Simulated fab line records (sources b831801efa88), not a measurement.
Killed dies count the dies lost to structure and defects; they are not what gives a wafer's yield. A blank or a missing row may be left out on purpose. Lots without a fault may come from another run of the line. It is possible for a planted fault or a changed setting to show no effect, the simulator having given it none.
Struck lot and sound lot, side by side | flow sky130 | 15 steps out of a route of 708
Sound: the wafers L860.1, L860.4, L860.5. Wafers struck: L867.3, L867.4, L867.6. The cause is given at the end.
Per side, at each step with rows, come the tool, then ch with its chambers, and then its first start. Under that, the readings that differ: sound wafers | struck wafers | difference of the means | sigmas: that difference in standard deviations of wafers without a fault.
alike: readings with means less than 2 such deviations apart, plus words and numbers identical on both sides. not compared: withheld readings, readings lacking a value on some wafer, bounds such as >300 that could conceal the same value, and numbers that have no deviation in the record and whose values overlap.
The two part at a step that has a row with sigmas, a row that says differs or no value, or rows on one side only. Numbers that have no deviation but don't overlap get no sigmas and don't part them. A reading missing from all wafers of one side parts the sides only when that side holds two or more wafers.

SKY_CONTACT_OVL_MEAS_15:
  sound: overlay-02 at day 31 18:47; struck: overlay-02 at day 34 03:43
  alike: CONTACT_OVL
then, 1 step without rows for these wafers: SKY_CONTACT_ETCH_16 (etches BARC in N2/H2, stops on SiO2, time 45.9 s, target depth 60 nm).
SKY_CONTACT_ETCH_17: etches SiO2 in C4F8/O2/Ar, stops on Si3N4, target depth 340 nm.
  sound on rie_diel-04 ch 0,2, day 31 18:52; struck on rie_diel-03 ch 0,3, day 34 03:47
  alike: oes_product_au
SKY_CONTACT_ETCH_18: etches Si3N4 in CHF3/O2, stops on TiN, time 39 s, target depth 75 nm.
  sound: rie_diel-04 ch 0,2; struck: rie_diel-03 ch 0,3
  alike: O2_flow_sccm, drypump_motor_current_A, oes_product_au, throttle_valve_pct
  not compared: rf_hours_counter_h
SKY_CONTACT_STRIP_19: strips in O2/N2.
  sound on plasma_asher-01 ch 0, day 31 18:57; struck on plasma_asher-02 ch 0,1, day 34 03:55
  alike: drypump_motor_current_A, oes_product_au, strip_time_to_endpoint_s
  not compared: rf_hours_counter_h
then, 4 steps without rows for these wafers: SKY_CONTACT_STRIP_20 (strips in post etch residue remover, time 1200 s); SKY_CONTACT_CLEAN_21 (cleans in IPA, time 180 s); SKY_CONTACT_CLEAN_22 (cleans in O3/DIW); SKY_CONTACT_SPUTTER_23 (material TiN, target thk 20 nm, time 80 s).
SKY_CONTACT_CVD_24: deposits W, target thk 340 nm, time 102.12 s.
  sound on cvd_w-01 ch 1, day 31 19:36; struck on cvd_w-02 ch 0,1, day 34 04:34
  alike: heater_power_w
SKY_CONTACT_RS_MEAS_25: uses a four-point probe to measure.
  sound: film_metro-03 at day 31 19:43; struck: film_metro-03 at day 34 04:41
  alike: CONTACT_W_RS
SKY_CONTACT_THK_MEAS_26: measures by xrf.
  sound: film_metro-03 at day 31 19:50; struck: film_metro-03 at day 34 04:47
  alike: CONTACT_W_THK
SKY_CONTACT_CMP_27: polishes, stops on SiO2, t overpolish 15 s, target thk 0 nm.
  sound on cmp-02 ch 2,3, day 31 19:53; struck on cmp-02 ch 1,3, day 34 04:49
  reading              | sound                | struck               | difference | sigmas
  overpolish_run_s (s) | 15.004 15.000 14.996 | 17.832 17.821 17.849 | +2.834     | +99 or more
  t_overpolish_s (s)   | 15 15 15             | 17.827 17.827 17.827 | +2.827     |
  alike: motor_current_A, time_to_endpoint_s
SKY_METAL1_SPUTTER_00: material Ti, target thk 15 nm, time 10 s.
  sound: pvd_sputter-02 at day 31 20:11; struck: pvd_sputter-01 at day 34 05:07
  alike: cathode_dc_power_W, throttle_valve_pct
SKY_PAD_OPEN_PROBE_99:
  the record has rows for the sound wafers here (prober-01, day 45 20:42) and none for the struck ones

## WHERE THEY PART
At SKY_CONTACT_CMP_27 first; at SKY_PAD_OPEN_PROBE_99 last (within this record only).

WHY: whatever the simulator had introduced
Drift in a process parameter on cmp-02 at SKY_CONTACT_CMP_27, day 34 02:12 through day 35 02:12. The setting t_overpolish_s was moved by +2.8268, starting from 15. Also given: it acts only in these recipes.
